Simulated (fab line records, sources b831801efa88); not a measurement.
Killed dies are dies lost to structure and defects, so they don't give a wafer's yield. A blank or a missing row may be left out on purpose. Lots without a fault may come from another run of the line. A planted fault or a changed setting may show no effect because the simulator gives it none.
Chamber matching | flow sky130 | SKY_VIA1_ETCH_14 on rie_diel-03: 4 sister chambers
The step etches BARC in N2/H2, stops on SiO2, time 45.9 s, target depth 60 nm. 24 wafers are shown with their chamber, then 12 later ones without.

WAFERS WITH THEIR CHAMBER
wafer  | chamber | oes_product_au (a.u.) | h2_flow_sccm (sccm) | throttle_valve_pct (%)
L074.2 | 3       | 0.853                 | 199.4               | 13.223
L074.3 | 1       | 0.861                 | 200.4               | 13.216
L074.6 | 1       | 0.852                 | 200.5               | 13.241
L075.1 | 3       | 0.849                 | 198.9               | 13.227
L075.2 | 0       | 0.859                 | 199.7               | 13.227
L075.3 | 2       | 0.855                 | 199.6               | 13.213
L077.2 | 2       | 0.854                 | 201.0               | 13.231
L077.3 | 1       | 0.859                 | 200.7               | 13.240
L077.6 | 1       | 0.858                 | 200.4               | 13.230
L079.2 | 0       | 0.860                 | 200.3               | 13.204
L079.5 | 1       | 0.859                 | 200.0               | 13.231
L079.6 | 0       | 0.853                 | 200.1               | 13.225
L082.4 | 0       | 0.852                 | 201.0               | 13.234
L082.5 | 3       | 0.848                 | 200.9               | 13.230
L082.6 | 1       | 0.863                 | 200.7               | 13.222
L085.1 | 3       | 0.852                 | 200.4               | 13.224
L085.2 | 2       | 0.850                 | 200.0               | 13.233
L085.5 | 3       | 0.847                 | 199.4               | 13.221
L086.3 | 0       | 0.860                 | 200.3               | 13.227
L086.5 | 1       | 0.850                 | 200.6               | 13.233
L086.6 | 2       | 0.856                 | 200.6               | 13.223
L088.1 | 2       | 0.861                 | 199.9               | 13.218
L088.2 | 3       | 0.863                 | 200.5               | 13.211
L088.5 | 0       | 0.852                 | 200.0               | 13.227

SIGNATURES (means of the wafers above)
reading            | chamber 0 | chamber 1 | chamber 2 | chamber 3 | scatter within a chamber
oes_product_au     | 0.85600   | 0.85743   | 0.85520   | 0.85200   | 0.00475
h2_flow_sccm       | 200.233   | 200.471   | 200.220   | 199.917   | 0.534
throttle_valve_pct | 13.22400  | 13.23043  | 13.22360  | 13.22267  | 0.00871
Rule: a wafer's distance from a chamber is the root of the sum, over the readings, of the square of ((its reading less the chamber's mean) divided by the reading's scatter). The wafer belongs to the nearest chamber; if the next one is less than 2 further off, it can't be placed. The scatter: the root of (the sum of the squares of (reading less its chamber's mean) over the shown wafers, divided by (wafers less chambers)).

WAFERS WITHOUT THEIR CHAMBER
wafer  | oes_product_au (a.u.) | h2_flow_sccm (sccm) | throttle_valve_pct (%)
L089.1 | 0.857                 | 200.1               | 13.223
L089.5 | 0.857                 | 199.5               | 13.233
L089.6 | 0.857                 | 200.5               | 13.222
L091.3 | 0.857                 | 200.6               | 13.221
L091.4 | 0.855                 | 200.9               | 13.236
L091.5 | 0.858                 | 200.1               | 13.229
L094.1 | 0.850                 | 200.2               | 13.229
L094.3 | 0.855                 | 200.3               | 13.231
L094.6 | 0.852                 | 199.9               | 13.220
L097.3 | 0.858                 | 200.1               | 13.231
L097.4 | 0.857                 | 199.1               | 13.232
L097.5 | 0.851                 | 199.9               | 13.219

WHICH CHAMBER EACH WENT THROUGH
wafer  | from the rows above               | in truth
L089.1 | can't be placed: 0 or 2 or 1 or 3 | 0
L089.5 | can't be placed: 0 or 3 or 2 or 1 | 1
L089.6 | can't be placed: 0 or 2 or 1 or 3 | 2
L091.3 | can't be placed: 0 or 2 or 1 or 3 | 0
L091.4 | can't be placed: 1 or 0 or 2 or 3 | 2
L091.5 | can't be placed: 1 or 0 or 2 or 3 | 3
L094.1 | can't be placed: 3 or 2 or 0 or 1 | 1
L094.3 | can't be placed: 1 or 0 or 2 or 3 | 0
L094.6 | can't be placed: 3 or 2 or 0 or 1 | 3
L097.3 | can't be placed: 1 or 0 or 2 or 3 | 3
L097.4 | can't be placed: 3 or 0 or 2 or 1 | 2
L097.5 | can't be placed: 3 or 2 or 0 or 1 | 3
Placed correctly: 0 of 12. Can't be placed from these rows: 12 (the true chamber is among the candidates in 12). Placed wrongly: 0.
